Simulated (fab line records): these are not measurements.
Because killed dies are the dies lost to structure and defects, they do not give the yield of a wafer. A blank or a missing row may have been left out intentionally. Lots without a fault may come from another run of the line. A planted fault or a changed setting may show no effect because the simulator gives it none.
One fault through the eyes of 2 desks	flow sky130	what lay behind the numbers comes last; until then each desk has only its own

== AT THE METROLOGY DESK ==
Lot by lot, what the gauges showed, no matter which tool ran the lot: averages of those sampled wafers that carry a number. If a lot's mean is further than 4 standard deviations from the usual mean, the lot is out of limits and carries the mark OUT (the distance appears in the brackets).
Columns: A = LDD_HVP_TW at SKY_LDD_HVP_TW_MEAS_10, usual 455
lot	first seen here	A
L673	day 21 18:50	453
L675	day 22 09:59	451
L676	day 22 19:17	450
L677	day 23 02:29	451
L678	day 23 09:12	457
L682	day 25 00:16	459
L684	day 25 21:14	459
L686	day 26 16:38	446
L688	day 27 06:05	442
L689	day 27 06:41	456
L690	day 27 10:35	459
L692	day 28 02:05	451
Finding of this desk: none of the 12 lots has anything out of limits.

== FOR THE TOOL OWNER'S DESK: implanter-01 ==
For each lot that ran on this tool, the mean over its sampled wafers that have a number, from the tool's own readings at SKY_LDD_HVP_IMPLANT_08. If a lot's mean is further than 4 standard deviations from the usual mean, the lot is out of limits and carries the mark OUT (the distance appears in the brackets).
Columns: A = dose ions cm2 at SKY_LDD_HVP_IMPLANT_08, usual 1.7002e+13; B = faraday current uA at SKY_LDD_HVP_IMPLANT_08, usual 95.9
lot	first seen here	A	B
L686	day 26 16:23	1.5563e+13 (-80) OUT	89.2
L688	day 27 05:52	1.5540e+13 (-81) OUT	89.3
This desk's verdict: out of limits on L686, L688, starting with L686 at day 26 16:23 (dose ions cm2 at SKY_LDD_HVP_IMPLANT_08). In limits: none.

== PUT TOGETHER ==
An alarm could have come from the tool owner's desk at day 26 16:23, on L686, L688.
At the metrology desk, nothing out of limits was observed.
The metrology desk has L686, L688 on record, within its limits.
The lots listed all ran SKY_LDD_HVP_IMPLANT_08 on implanter-01.

== WHAT THE SIMULATOR PUT IN ==
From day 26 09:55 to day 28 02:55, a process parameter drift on implanter-01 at SKY_LDD_HVP_IMPLANT_08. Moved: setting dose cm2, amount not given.
Shown lots that were struck: L686, L688.
How many hours passed from the start of the fault until each desk's first out-of-limits reading: the tool owner's desk, 6.
